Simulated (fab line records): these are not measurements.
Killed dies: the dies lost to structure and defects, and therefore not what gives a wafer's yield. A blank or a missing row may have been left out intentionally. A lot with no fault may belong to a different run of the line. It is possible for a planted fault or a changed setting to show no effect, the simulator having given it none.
Which tool was responsible?	flow gf180mcu	12 lots, 36 wafers sampled, at 5 steps of a route of 602

## WHAT THE GAUGES SHOWED, per wafer
GF_MVPSD_TW_MEAS_11.
lot	measured	on	MVPSD_TW
L735	day 5 04:58	film-metro-01	560 557 560
L737	day 5 14:13	film-metro-02	548 548 549
L739	day 5 23:18	film-metro-03	549 548 546
L740	day 6 04:01	film-metro-03	543 548 547
L741	day 6 10:28	film-metro-01	556 558 557
L744	day 7 05:34	film-metro-01	560 560 559
L748	day 8 02:13	film-metro-01	558 557 556
L751	day 9 00:27	film-metro-03	547 548 549
L753	day 9 16:26	film-metro-02	552 555 550
L755	day 10 08:48	film-metro-01	558 559 563
L757	day 10 13:37	film-metro-02	578 579 578 579 578 582
L758	day 10 23:47	film-metro-03	572 577 573 571 571 573

GF_VT_IMPLANT_RS_MEAS_49: uses a four-point probe to measure.
lot	measured	on	MVPSD_RS (ohm/sq)
L735	day 7 16:10	film-metro-01	1170.4 1166.8 1169.6
L737	day 8 02:54	film-metro-01	1171.4 1172.2 1170.3
L739	day 8 12:17	film-metro-03	1162.5 1165.5 1162.3
L740	day 8 19:13	film-metro-02	1168.5 1167.9 1169.8
L741	day 9 02:12	film-metro-02	1167.8 1168.3 1168.9
L744	day 9 23:50	film-metro-01	1172.0 1166.4 1174.4
L748	day 10 23:35	film-metro-01	1171.0 1169.0 1168.7
L751	day 12 01:56	film-metro-01	1170.1 1168.5 1168.0
L753	day 12 18:24	film-metro-03	1169.9 1169.4 1173.7
L755	day 13 12:42	film-metro-03	1166.0 1165.1 1165.8
L757	day 13 17:32	film-metro-02	1071.6 1069.4 1069.2 1071.2 1068.7 1068.3
L758	day 14 05:31	film-metro-02	1066.5 1068.0 1069.3 1067.4 1069.3 1070.9

GF_PSD_RS_MEAS_14: uses a four-point probe to measure.
lot	measured	on	NSD_RS (ohm/sq)
L735	day 14 06:18	film-metro-02	46.17 46.29 46.19
L737	day 14 21:35	film-metro-03	46.28 46.09 46.11
L739	day 15 10:31	film-metro-02	46.12 46.13 46.04
L740	day 15 17:31	film-metro-04	46.18 46.15 46.12
L741	day 16 00:19	film-metro-04	46.11 46.18 46.18
L744	day 17 05:11	film-metro-02	46.17 46.30 46.24
L748	day 18 11:23	film-metro-03	46.17 46.05 46.05
L751	day 19 22:38	film-metro-04	46.00 46.03 46.13
L753	day 20 22:53	film-metro-02	46.12 46.21 46.11
L755	day 21 14:04	film-metro-04	46.26 46.31 46.24
L757	day 21 23:05	film-metro-04	46.13 46.30 46.24
L758	day 22 09:22	film-metro-02	46.12 46.25 46.09

GF_SAB_OVL_MEAS_10.
lot	measured	on	SAB_OVL (nm)
L735	day 15 03:47	overlay-02	1.4 2.7 1.4
L737	day 15 19:13	overlay-01	-1.7 -0.2 -3.3
L739	day 16 08:41	overlay-01	-1.0 -1.0 -1.3
L740	day 16 16:41	overlay-02	1.5 0.9 2.0
L741	day 16 23:59	overlay-01	0.5 -0.2 -0.5
L744	day 18 04:14	overlay-02	-0.5 -0.4 -2.4
L748	day 19 11:45	overlay-01	0.9 -0.6 -0.2
L751	day 20 22:48	overlay-01	-1.0 -0.6 -1.6
L753	day 21 22:16	overlay-02	1.6 2.5 2.9
L755	day 22 13:17	overlay-01	2.2 -0.3 -0.2
L757	day 22 22:35	overlay-01	-1.1 2.1 0.3
L758	day 23 08:22	overlay-01	2.7 0.6 2.5

## WHAT TOOL EACH LOT RAN ON (gives the tool, then ch and the chambers of the sampled wafers, and finally the start)
lot	GF_MVPSD_IMPLANT_08
L735	implanter-01 ch 0, day 5 04:35
L737	implanter-01 ch 0, day 5 13:49
L739	implanter-04 ch 0, day 5 22:54
L740	implanter-04 ch 0, day 6 03:39
L741	implanter-04 ch 0, day 6 10:04
L744	implanter-04 ch 0, day 7 05:10
L748	implanter-02 ch 0, day 8 01:49
L751	implanter-04 ch 0, day 9 00:04
L753	implanter-02 ch 0, day 9 16:05
L755	implanter-02 ch 0, day 10 08:24
L757	implanter-04 ch 0, day 10 13:15
L758	implanter-04 ch 0, day 10 23:24
- GF_MVPSD_IMPLANT_08

## WHAT THE TOOLS THEMSELVES READ (means of the sampled wafers that have a number; where no wafer has one, the mark that the record gives instead)
GF_MVPSD_IMPLANT_08.
lot	tool	dose-ions-cm2	faraday-current-uA
L735	implanter-01	1.5011e+13	84.8
L737	implanter-01	1.4991e+13	82.9
L739	implanter-04	1.4985e+13	83.8
L740	implanter-04	1.4993e+13	86.6
L741	implanter-04	1.4988e+13	84.2
L744	implanter-04	1.4997e+13	83.2
L748	implanter-02	1.5009e+13	85.9
L751	implanter-04	1.5006e+13	83.8
L753	implanter-02	1.5013e+13	83.5
L755	implanter-02	1.4987e+13	84.3
L757	implanter-04	1.7873e+13	100.4
L758	implanter-04	1.7868e+13	100.9

## THE ANSWER, worked out from the rows above alone
Rule: the usual values come from the lots themselves. Put in order of their means at a reading, lots are off if they are a third of the lots or fewer, leave a main group of 4 or more, and stand apart from it by a gap of 3 or more times the standard deviation of the main group's means; of several such gaps the widest counts. A main group whose means are all the same, to the digits that the tables above print for the reading, isn't used. A lot without any number at a reading at which 4 lots or more have one is off too. Where the step has rows for the other lots, those lots are counted as sound. Order of review: gauges by route order, followed by the tools' own readings, for which a lot's mean as printed above is used. At the first step where some lot is off, the reading lying furthest off is the one used; lots without a number count as furthest.
Off: L757, L758, at GF_VT_IMPLANT_RS_MEAS_49 (MVPSD_RS). For the main group the mean is 1168.7 ohm/sq and the standard deviation 2.3.
A tool fits if, at a process step before that reading, it ran every lot that is off, and no sound lot after the first of them. The gauges at GF_VT_IMPLANT_RS_MEAS_49 aren't tried: what is off there is off at GF_MVPSD_IMPLANT_08 too, on other tools, and a gauge's error can't cause that. One candidate fits, namely implanter-04 at GF_MVPSD_IMPLANT_08. Its last sound lot is L751 (day 9 00:04), its first lot that is off L757 (day 10 13:15): a fault that began between those two fits.
The tool's own readings at GF_MVPSD_IMPLANT_08 bear it out: on the lots that are off they differ by more than 5 times the standard deviation of the sound lots' means. dose-ions-cm2 reads 1.7870e+13 there against 1.4998e+13 on the sound lots; faraday-current-uA reads 100.7 there against 84.3 on the sound lots.

## WHAT THE SIMULATOR HAD INSERTED
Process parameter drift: implanter-04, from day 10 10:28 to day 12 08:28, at GF_MVPSD_IMPLANT_08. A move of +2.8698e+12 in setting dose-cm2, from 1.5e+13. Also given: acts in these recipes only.
Lots struck among those shown: L757, L758. Same finding as the rule above.
